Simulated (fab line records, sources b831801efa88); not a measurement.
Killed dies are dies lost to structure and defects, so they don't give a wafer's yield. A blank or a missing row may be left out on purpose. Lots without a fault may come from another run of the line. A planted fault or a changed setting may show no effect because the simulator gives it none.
fab line records | flow sky130
record lots=7 wafers=21 last_day=50
route steps=708 shown POLY_GATE@234 LDD_N@237 LDD_P@255 PAD_OPEN@708
lots that met no fault: from a run of the same line without faults
start_h: hours from the record's first day to the start of the lot's first wafer shown | wait_h: hours since the lot's step before | " the same as in the row above | L1.1+2: a row that stands for several wafers | - no value, or no start given | * or withheld: withheld | < > ~ a bound
route shown NAME@n: a module of which the file shows steps, and the number in the route of the first | usual: mean/standard deviation of fault-free wafers | same: alike in all rows | chamber/n: place in a boat | sites: the reading at each site | _std_site: their standard deviation | _edge_site: outer sites' mean less inner sites' | radius_mm: how far each site lies from the wafer's centre | mask NAME#n: copy n | behind: the tool/chamber that last shaped the wafer | hold: why the lot was held/for how many hours/how that ended | device: the transistor (n, p or np) that didn't switch | end of line: the same wafers' tests at the end of the route | a step without rows: its recipe alone | killed: dies lost to structure and defects at the first sort, not the wafer's yield | map: a wafer's dies, x killed, . not, _ none there
set.NAME: the setting as run; set.NAME@STEP: as run at that earlier step | model.NAME: the simulator's own value behind a step, which no gauge read
lots at some steps of the route; a table a step, a row a wafer
services: from which hour (start_h, from the record's first day; less than 0 if before it) a tool's chamber was out of use, for how many hours, and why
## steps
# step SKY_POLY_GATE_OXIDATION_20
# recipe temp_c=850 ambient=O2 stabilise_s=600 purge_s=300 target_thk_a=40 ox_time_s=899
# step SKY_POLY_GATE_THK_MEAS_21
# recipe reads=SiO2_of_POLY_GATE_OXIDATION_20
# usual POLY_GATE_OXIDATION_THK=3.98/0.083
# columns lot.wafer tool chamber start_h wait_h POLY_GATE_OXIDATION_THK[nm]
L423.4 film_metro-02 - 380.30 0.0 4.07
L423.5 " - " " 4.03
L423.6 " - " " 4.06
L428.1 film_metro-03 - 436.20 0.0 3.95
L428.2 " - " " 3.96
L428.6 " - " " 3.84
L426.2 film_metro-01 - 436.25 0.1 4.08
L426.4 " - " " 4.03
L426.6 " - " " 3.94
L429.1 film_metro-02 - 451.15 0.0 3.95
L429.2 " - " " 3.89
L429.6 " - " " 3.96
L438.2 film_metro-03 - 522.05 0.0 4.01
L438.3 " - " " 3.98
L438.5 " - " " 4.04
L441.1 film_metro-02 - 548.85 0.0 4.04
L441.2 " - " " 3.92
L441.6 " - " " 4.05
L444.1 film_metro-02 - 569.12 0.0 4.07
L444.3 " - " " 4.03
L444.4 " - " " 3.99
# step SKY_POLY_GATE_CD_MEAS_22
# usual cd_nm=150.9/2.2
# columns lot.wafer tool chamber start_h wait_h cd_nm
L423.4 cd_sem-01 - 380.42 0.1 148.4
L423.5 " - " " 146.5
L423.6 " - " " 147.3
L428.1 cd_sem-02 - 436.35 0.1 150.1
L428.2 " - " " 152.6
L428.6 " - " " 154.8
L426.2 cd_sem-01 - 436.46 0.2 148.9
L426.4 " - " " 150.9
L426.6 " - " " 150.3
L429.1 cd_sem-01 - 451.21 0.1 148.1
L429.2 " - " " 150.2
L429.6 " - " " 148.7
L438.2 cd_sem-02 - 522.13 0.1 153.3
L438.3 " - " " 151.2
L438.5 " - " " 153.5
L441.1 cd_sem-01 - 548.91 0.1 152.6
L441.2 " - " " 154.0
L441.6 " - " " 150.6
L444.1 cd_sem-02 - 569.18 0.1 149.4
L444.3 " - " " 152.0
L444.4 " - " " 155.1
# step SKY_LDD_N_DEHYDRATE_00
# recipe temp_c=200 time_s=60
# step SKY_LDD_N_HMDS_01
# recipe prime_time_s=60 prime_temp_c=120
# step SKY_LDD_N_COAT_02
# recipe resist=NOVOLAK spin_rpm=3000 resist_thk_nm=300
# step SKY_LDD_N_SOFTBAKE_03
# recipe temp_c=90 time_s=60 resist=NOVOLAK
# step SKY_LDD_N_EXPOSE_04
# recipe mask_id=NTM target_cd_nm=840 na=0.6 source_shape=conventional sigma_outer=0.6 dose_mj=110
# step SKY_LDD_N_PEB_05
# recipe temp_c=withheld time_s=* resist=NOVOLAK
# step SKY_LDD_N_DEVELOP_06
# recipe develop_time_s=60 dev_temp_c=23
# step SKY_LDD_N_OVL_MEAS_07
# usual LDD_N_OVL=-0.6/1.3
# columns lot.wafer tool chamber start_h wait_h LDD_N_OVL[nm]
L423.4 overlay-01 - 409.87 0.1 0.7
L423.5 " - " " -0.1
L423.6 " - " " 0.8
L428.1 overlay-02 - 466.40 0.1 -2.7
L428.2 " - " " -2.6
L428.6 " - " " -2.1
L426.2 overlay-02 - 466.70 0.1 -0.5
L426.4 " - " " -1.4
L426.6 " - " " -0.5
L429.1 overlay-02 - 482.05 0.1 -0.1
L429.2 " - " " -0.5
L429.6 " - " " -2.0
L438.2 overlay-01 - 552.28 0.1 0.6
L438.3 " - " " -0.7
L438.5 " - " " -0.6
L441.1 overlay-01 - 578.98 0.1 -1.0
L441.2 " - " " -1.9
L441.6 " - " " 0.2
L444.1 overlay-01 - 598.35 0.1 -1.2
L444.3 " - " " -3.5
L444.4 " - " " -0.5
# step SKY_LDD_N_IMPLANT_08
# recipe species=As energy_kev=20 dose_cm2=7.5e+13 tilt_deg=withheld rotation_deg=23
# step SKY_LDD_N_IMPLANT_09
# recipe species=As energy_kev=20 dose_cm2=7.5e+13 tilt_deg=withheld rotation_deg=113
# columns lot.wafer tool chamber start_h wait_h
L423.4+5+6 implanter-02 0 410.11 0.1
L428.1+2+6 implanter-01 0 466.58 0.1
L428.1+2+6 implanter-01 0 466.90 0.3
L426.2+4+6 implanter-02 0 466.91 0.1
L426.2+4+6 implanter-02 0 467.22 0.3
L429.1+2+6 implanter-02 0 482.23 0.1
L429.1+2+6 implanter-02 0 482.55 0.3
L438.2+3+5 implanter-01 0 552.49 0.1
L441.1+2+6 implanter-04 0 579.17 0.1
L444.1+3+4 implanter-04 0 598.53 0.1
# step SKY_LDD_N_IMPLANT_10
# recipe species=As energy_kev=20 dose_cm2=7.5e+13 tilt_deg=withheld rotation_deg=203
# step SKY_LDD_N_IMPLANT_11
# recipe species=As energy_kev=20 dose_cm2=7.5e+13 tilt_deg=withheld rotation_deg=293
# step SKY_LDD_N_IMPLANT_12
# recipe species=BF2 energy_kev=50 dose_cm2=5e+12 tilt_deg=30 rotation_deg=0
# step SKY_LDD_N_IMPLANT_13
# recipe species=BF2 energy_kev=50 dose_cm2=5e+12 tilt_deg=30 rotation_deg=90
# step SKY_LDD_N_IMPLANT_14
# recipe species=BF2 energy_kev=50 dose_cm2=5e+12 tilt_deg=30 rotation_deg=180
# step SKY_LDD_N_IMPLANT_15
# recipe species=BF2 energy_kev=50 dose_cm2=5e+12 tilt_deg=30 rotation_deg=270
# step SKY_LDD_N_STRIP_16
# recipe chemistry=O2/N2 power_w=1400 pressure_mtorr=1500 platen_temp_c=withheld o2_flow_sccm=3000 n2_flow_sccm=300 overash_fraction=0.5
# usual drypump_motor_current_A=5.6/0.62 n2_flow_sccm=299.9/0.88 oes_product_au=0.407/0.0054 strip_time_to_endpoint_s=4.319/0.017
# same overash_fraction=0.5
# columns lot.wafer tool chamber start_h wait_h drypump_motor_current_A n2_flow_sccm oes_product_au rf_hours_counter_h strip_time_to_endpoint_s
L423.4 plasma_asher-04 1 411.17 0.1 6.2 300.6 0.408 - 4.330
L423.5 " 1 " " 6.2 300.6 0.414 - 4.321
L423.6 " 0 " " 4.8 299.5 0.413 - 4.328
L428.1 plasma_asher-01 1 468.23 0.1 6.3 300.7 0.408 61 4.512
L428.2 " 0 " " 5.2 300.8 0.402 61 4.525
L428.6 " 1 " " 6.3 301.3 0.394 - 4.516
L426.2 plasma_asher-03 0 468.32 0.2 4.8 300.2 0.404 3 4.533
L426.4 " 0 " " 4.8 300.1 0.402 - 4.537
L426.6 " 1 " " 5.8 299.8 0.427 - 4.538
L429.1 plasma_asher-01 0 483.60 0.1 5.1 300.3 0.413 62 4.543
L429.2 " 1 " " 6.2 301.0 0.403 62 4.550
L429.6 " 1 " " 6.3 300.2 0.412 - 4.553
L438.2 plasma_asher-03 1 553.51 0.1 5.9 299.2 0.408 11 4.309
L438.3 " 1 " " 5.8 299.6 0.403 - 4.315
L438.5 " 1 " " 5.9 301.9 0.405 - 4.337
L441.1 plasma_asher-04 1 580.22 0.1 6.2 298.3 0.411 50 4.310
L441.2 " 0 " " 4.9 300.4 0.409 50 4.332
L441.6 " 1 " " 6.2 299.2 0.397 - 4.326
L444.1 plasma_asher-01 1 599.58 0.1 6.3 300.1 0.410 74 4.301
L444.3 " 0 " " 5.1 300.5 0.400 - 4.308
L444.4 " 1 " " 6.3 298.5 0.405 - 4.298
# step SKY_LDD_N_TW_MEAS_17
# usual LDD_N_TW=2603/29
# columns lot.wafer tool chamber start_h wait_h LDD_N_TW
L423.4 film_metro-03 - 411.26 0.1 2586
L423.5 " - " " 2581
L423.6 " - " " 2584
L428.1 film_metro-03 - 468.33 0.1 2693
L428.2 " - " " 2705
L428.6 " - " " 2708
L426.2 film_metro-04 - 468.43 0.1 2741
L426.4 " - " " 2754
L426.6 " - " " 2738
L426.2 film_metro-04 - 468.66 0.2 2744
L426.4 " - " " 2744
L426.6 " - " " 2743
L429.1 film_metro-04 - 483.78 0.1 2755
L429.2 " - " " 2731
L429.6 " - " " 2745
L429.1 film_metro-04 - 484.00 0.2 2746
L429.2 " - " " 2769
L429.6 " - " " 2751
L438.2 film_metro-03 - 553.62 0.1 2580
L438.3 " - " " 2578
L438.5 " - " " 2575
L441.1 film_metro-01 - 580.32 0.1 2578
L441.2 " - " " 2586
L441.6 " - " " 2573
L444.1 film_metro-03 - 599.68 0.1 2604
L444.3 " - " " 2602
L444.4 " - " " 2583
# step SKY_LDD_P_DEHYDRATE_00
# recipe temp_c=200 time_s=60
# step SKY_PAD_OPEN_PROBE_99
# usual killed_at_M0_to_M3=44/7.5 killed_at_M4_up=2.9/1.8 killed_at_contacts=24/5.1 killed_at_front_end=16/4.7 killed_at_other=0.3/0.46 killed_dies=87/9.9 killed_open=47/8 killed_short=39/6.3
# same gross_dies=492 killed_at_back_side=0
# columns lot.wafer tool chamber start_h wait_h killed_at_M0_to_M3 killed_at_M4_up killed_at_contacts killed_at_front_end killed_at_other killed_dies killed_open killed_short model.etest.tip_n.rs_ohm_sq model.etest.nfet_01v8_swapped.vt_sat_v
L423.4 prober-01 - 1085.65 0.2 49 2 30 20 0 101 49 52 442.2 0.6439
L423.5 prober-01 - 1085.70 0.2 41 5 29 16 0 91 49 42 434.9 0.6351
L423.6 prober-01 - 1085.75 0.2 45 1 25 16 1 88 47 41 444 0.6417
L428.1 prober-01 - 1119.86 0.1 40 7 28 11 0 86 37 49 384.9 0.6383
L428.2 prober-01 - 1119.91 0.1 44 3 38 11 1 97 54 43 381.4 0.6346
L428.6 prober-01 - 1120.11 0.2 49 2 20 14 0 85 45 39 383.7 0.6397
L426.2 prober-02 - 1122.55 0.1 38 1 17 21 0 77 36 41 387.6 0.6422
L426.4 prober-02 - 1122.65 0.2 58 5 13 17 0 93 48 45 386.1 0.6421
L426.6 prober-02 - 1122.75 0.2 39 3 22 11 1 76 32 43 384.1 0.6368
L429.1 prober-01 - 1130.35 0.1 45 5 31 15 1 97 57 39 381.6 0.6437
L429.2 prober-01 - 1130.40 0.1 36 2 20 20 1 79 34 44 381 0.6393
L429.6 prober-01 - 1130.60 0.2 42 3 25 9 0 79 51 28 379.9 0.631
L438.2 prober-02 - 1173.93 0.1 58 2 29 17 0 106 60 46 437.7 0.6494
L438.3 prober-02 - 1173.98 0.2 41 2 28 14 1 86 37 48 442.3 0.6523
L438.5 prober-02 - 1174.08 0.2 49 5 30 9 0 93 50 42 442.8 0.649
L441.1 prober-01 - 1190.65 0.1 46 1 30 21 0 98 57 41 440.7 0.6733
L441.2 prober-01 - 1190.70 0.1 55 2 30 14 1 102 56 46 442.7 0.6694
L441.6 prober-01 - 1190.90 0.2 62 7 28 14 0 111 65 46 439 0.665
L444.1 prober-02 - 1198.20 0.1 56 1 22 24 0 103 61 42 442 0.65
L444.3 prober-02 - 1198.30 0.2 34 2 28 25 0 89 49 39 439.3 0.6578
L444.4 prober-02 - 1198.35 0.2 42 6 27 18 1 94 43 50 445.7 0.6625
# killed by level:class
L423.4 VIA1:geometric_particle:open=13 CONTACT:geometric_particle:open=10 METAL2:geometric_particle:short=8 LI_CONTACT:geometric_particle:open=7 CONTACT:geometric_particle:short=7 VIA2:geometric_particle:open=7 POLY_GATE:geometric_particle:short=5 FIELD_ISO:geometric_particle:short=5
L423.5 VIA1:geometric_particle:open=11 CONTACT:geometric_particle:open=9 CONTACT:geometric_particle:short=8 LI_CONTACT:geometric_particle:open=6 VIA2:geometric_particle:open=5 FIELD_ISO:geometric_particle:open=4 FIELD_ISO:geometric_particle:short=4 METAL4:geometric_particle:short=4
L423.6 LI_CONTACT:geometric_particle:open=10 CONTACT:geometric_particle:open=10 METAL1:geometric_particle:short=7 METAL3:geometric_particle:short=7 FIELD_ISO:geometric_particle:short=6 VIA1:geometric_particle:open=6 VIA2:geometric_particle:open=6 VIA3:geometric_particle:open=6
L428.1 CONTACT:geometric_particle:open=10 METAL2:geometric_particle:short=10 METAL4:geometric_particle:short=7 VIA1:geometric_particle:open=6 LOCAL_INTERCONNECT:geometric_particle:short=6 CONTACT:geometric_particle:short=5 VIA2:geometric_particle:open=4 LI_CONTACT:geometric_particle:open=4
L428.2 LI_CONTACT:geometric_particle:open=12 CONTACT:geometric_particle:open=11 VIA1:geometric_particle:open=9 CONTACT:geometric_particle:short=7 METAL3:geometric_particle:short=6 VIA2:geometric_particle:open=6 VIA3:geometric_particle:open=5 METAL2:geometric_particle:short=5
L428.6 VIA1:geometric_particle:open=11 VIA2:geometric_particle:open=9 CONTACT:geometric_particle:open=8 FIELD_ISO:geometric_particle:short=7 VIA1:geometric_particle:short=7 METAL2:geometric_particle:short=7 LI_CONTACT:geometric_particle:open=5 METAL1:geometric_particle:short=4
L426.2 VIA1:geometric_particle:open=9 FIELD_ISO:geometric_particle:short=6 POLY_GATE:geometric_particle:short=6 VIA1:geometric_particle:short=6 VIA2:geometric_particle:open=6 CONTACT:geometric_particle:open=5 METAL2:geometric_particle:short=5 VIA3:geometric_particle:open=5
L426.4 VIA1:geometric_particle:open=15 METAL3:geometric_particle:short=8 VIA3:geometric_particle:open=7 VIA1:geometric_particle:short=7 METAL1:geometric_particle:short=6 VIA2:geometric_particle:open=6 POLY_GATE:geometric_particle:open=5 METAL4:geometric_particle:short=5
L426.6 VIA1:geometric_particle:open=9 CONTACT:geometric_particle:open=8 LOCAL_INTERCONNECT:geometric_particle:short=6 VIA1:geometric_particle:short=6 METAL3:geometric_particle:short=5 METAL2:geometric_particle:short=5 VIA3:geometric_particle:open=5 CONTACT:geometric_particle:short=5
L429.1 CONTACT:geometric_particle:open=12 VIA3:geometric_particle:open=11 LI_CONTACT:geometric_particle:open=8 VIA2:geometric_particle:open=7 LOCAL_INTERCONNECT:geometric_particle:short=6 METAL2:geometric_particle:short=6 METAL1:geometric_particle:short=5 FIELD_ISO:geometric_particle:open=4
L429.2 CONTACT:geometric_particle:open=9 METAL2:geometric_particle:short=7 VIA1:geometric_particle:short=7 VIA2:geometric_particle:open=7 CONTACT:geometric_particle:short=6 FIELD_ISO:geometric_particle:open=4 VIA1:geometric_particle:open=4 VIA3:geometric_particle:short=4
L429.6 VIA1:geometric_particle:open=13 LI_CONTACT:geometric_particle:open=11 CONTACT:geometric_particle:open=8 VIA3:geometric_particle:open=7 METAL1:geometric_particle:short=6 METAL2:geometric_particle:short=5 VIA2:geometric_particle:open=5 CONTACT:geometric_particle:short=3
L438.2 VIA2:geometric_particle:open=14 LI_CONTACT:geometric_particle:open=10 METAL1:geometric_particle:short=8 VIA1:geometric_particle:open=7 CONTACT:geometric_particle:open=7 VIA3:geometric_particle:open=7 METAL2:geometric_particle:short=6 LOCAL_INTERCONNECT:geometric_particle:short=5
L438.3 VIA3:geometric_particle:open=9 VIA1:geometric_particle:open=8 CONTACT:geometric_particle:short=7 METAL1:geometric_particle:short=6 METAL2:geometric_particle:short=6 CONTACT:geometric_particle:open=6 FIELD_ISO:geometric_particle:short=5 LOCAL_INTERCONNECT:geometric_particle:short=5
L438.5 CONTACT:geometric_particle:open=12 VIA1:geometric_particle:open=11 LI_CONTACT:geometric_particle:open=9 METAL1:geometric_particle:short=8 METAL2:geometric_particle:short=5 VIA3:geometric_particle:short=5 CONTACT:geometric_particle:short=4 VIA2:geometric_particle:short=4
L441.1 CONTACT:geometric_particle:open=12 VIA1:geometric_particle:open=11 LI_CONTACT:geometric_particle:open=8 POLY_GATE:geometric_particle:short=7 POLY_GATE:geometric_particle:open=6 VIA3:geometric_particle:open=6 FIELD_ISO:geometric_particle:open=5 CONTACT:geometric_particle:short=5
L441.2 CONTACT:geometric_particle:open=15 VIA1:geometric_particle:open=12 LI_CONTACT:geometric_particle:open=8 METAL2:geometric_particle:short=8 METAL1:geometric_particle:short=7 VIA2:geometric_particle:open=7 POLY_GATE:geometric_particle:short=6 VIA1:geometric_particle:short=6
L441.6 CONTACT:geometric_particle:open=14 VIA1:geometric_particle:open=13 VIA3:geometric_particle:open=12 VIA1:geometric_particle:short=10 METAL1:geometric_particle:short=7 LI_CONTACT:geometric_particle:open=5 LOCAL_INTERCONNECT:geometric_particle:short=5 FIELD_ISO:geometric_particle:open=4
L444.1 CONTACT:geometric_particle:open=14 VIA1:geometric_particle:open=11 VIA2:geometric_particle:open=10 VIA3:geometric_particle:open=9 POLY_GATE:geometric_particle:short=7 FIELD_ISO:geometric_particle:short=6 VIA2:geometric_particle:short=6 POLY_GATE:geometric_particle:open=5
L444.3 CONTACT:geometric_particle:open=10 FIELD_ISO:geometric_particle:open=8 VIA1:geometric_particle:open=7 VIA3:geometric_particle:open=7 FIELD_ISO:geometric_particle:short=6 METAL1:geometric_particle:short=6 LI_CONTACT:geometric_particle:open=5 VIA2:geometric_particle:open=5
L444.4 VIA1:geometric_particle:open=9 FIELD_ISO:geometric_particle:short=7 LI_CONTACT:geometric_particle:open=7 CONTACT:geometric_particle:short=7 VIA3:geometric_particle:open=6 METAL4:geometric_particle:short=6 CONTACT:geometric_particle:open=5 VIA1:geometric_particle:short=5
## services
# columns tool chamber start_h hours kind
plasma_asher-01 - 399.42 15.6 pm
plasma_asher-03 - 402.37 28.1 pm
plasma_asher-03 - 430.47 9.0 pm
plasma_asher-03 0 430.47 9.0 vent_cycle
plasma_asher-03 1 430.47 9.0 vent_cycle
plasma_asher-03 0 439.47 - clean
plasma_asher-03 1 439.47 - clean
implanter-01 - 459.96 3.3 pm
plasma_asher-03 - 475.91 0.8 repair
implanter-04 - 480.13 4.5 pm
implanter-02 - 491.67 4.3 pm
implanter-04 - 492.84 2.3 repair
implanter-01 - 506.77 0.8 repair
implanter-01 - 593.57 13.9 pm
## key
first_sign step=SKY_LDD_N_IMPLANT_09 reading=visit direction=added
effect step=SKY_LDD_N_STRIP_16 reading=strip_time_to_endpoint_s direction=up sigmas=13 usual=* struck=*
effect step=SKY_LDD_N_TW_MEAS_17 reading=visit direction=added
model_effect step=SKY_PAD_OPEN_PROBE_99 value=etest.tip_n.rs_ohm_sq without=436.7 struck=383.4
met_at SKY_LDD_N_IMPLANT_09
struck_wafers L426.2,L426.4,L426.6,L428.1,L428.2,L428.6,L429.1,L429.2,L429.6
tester_left_out L426,L428,L429
fault kind=repeated_step_whole tool=implanter-01,implanter-02,implanter-04 chamber=- onset_h=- steps=SKY_LDD_N_IMPLANT_09 times=1 scope=struck_lots_only
# tester_left_out: of these lots the tester's yield and bins aren't shown, on N5 and GAA mostly nor the transistor test; their killed dies are dies lost to structure and defects alone, not to doping, threshold or leakage, so they don't give the yield
